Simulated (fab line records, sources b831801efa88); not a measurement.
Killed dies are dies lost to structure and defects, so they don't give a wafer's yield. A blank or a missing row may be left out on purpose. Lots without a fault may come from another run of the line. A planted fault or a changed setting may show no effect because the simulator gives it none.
Which tool did it? | flow sky130 | 12 lots, 36 wafers sampled, at 3 steps of a route of 708

WHAT THE GAUGES READ, wafer by wafer
SKY_VIA3_OVL_MEAS_13.
lot  | measured     | on         | VIA3_OVL (nm)
L075 | day 41 05:49 | overlay-02 | 1 -4 0
L077 | day 42 01:41 | overlay-02 | -4 -1 3
L079 | day 42 08:59 | overlay-01 | 2 5 3
L081 | day 43 07:05 | overlay-01 | 9 9 7
L083 | day 43 11:29 | overlay-01 | -1 4 5
L085 | day 44 06:23 | overlay-02 | -1 3 1
L087 | day 44 15:50 | overlay-02 | 0 6 1
L089 | day 45 06:10 | overlay-01 | 3 4 3
L091 | day 45 14:02 | overlay-01 | 3 5 7
L093 | day 46 05:46 | overlay-02 | 6 4 6
L095 | day 46 21:21 | overlay-02 | 1 -1 5
L097 | day 47 05:34 | overlay-01 | 2 4 5

WHICH TOOL RAN EACH LOT (tool, then ch and the chambers of the sampled wafers, then the start)
lot  | SKY_CONTACT_SPUTTER_23       | SKY_METAL2_SPUTTER_01
L075 | pvd_sputter-04, day 33 02:11 | pvd_sputter-02, day 35 12:52
L077 | pvd_sputter-03, day 34 01:41 | pvd_sputter-04, day 36 12:05
L079 | pvd_sputter-04, day 34 08:48 | pvd_sputter-02, day 36 18:38
L081 | pvd_sputter-04, day 35 09:53 | pvd_sputter-02, day 37 19:24
L083 | pvd_sputter-03, day 35 15:53 | pvd_sputter-04, day 38 00:35
L085 | pvd_sputter-01, day 36 14:29 | pvd_sputter-02, day 38 23:07
L087 | pvd_sputter-04, day 36 23:21 | pvd_sputter-04, day 39 07:31
L089 | pvd_sputter-04, day 37 16:10 | pvd_sputter-04, day 39 23:07
L091 | pvd_sputter-01, day 38 01:37 | pvd_sputter-04, day 40 09:07
L093 | pvd_sputter-04, day 38 16:35 | pvd_sputter-04, day 40 23:46
L095 | pvd_sputter-03, day 39 11:59 | pvd_sputter-01, day 41 16:43
L097 | pvd_sputter-01, day 39 21:12 | pvd_sputter-01, day 42 03:30
- SKY_CONTACT_SPUTTER_23: material TiN, target thk 20 nm, time 80 s.
- SKY_METAL2_SPUTTER_01: material TiN, target thk 20 nm, time 16.7 s.

THE ANSWER, worked out from the rows above alone
Rule: what is usual is taken from the lots themselves. Put in order of their means at a reading, lots are off if they are a third of the lots or fewer, leave a main group of 4 or more, and stand apart from it by a gap of 3 or more times the standard deviation of the main group's means; of several such gaps the widest counts. A main group whose means are all the same, to the digits that the tables above print for the reading, isn't used. A lot without any number at a reading at which 4 lots or more have one is off too. The other lots that the step has rows for count as sound.
No lot is off at any reading shown: from this, nothing can be told.

WHAT THE SIMULATOR HAD PUT IN
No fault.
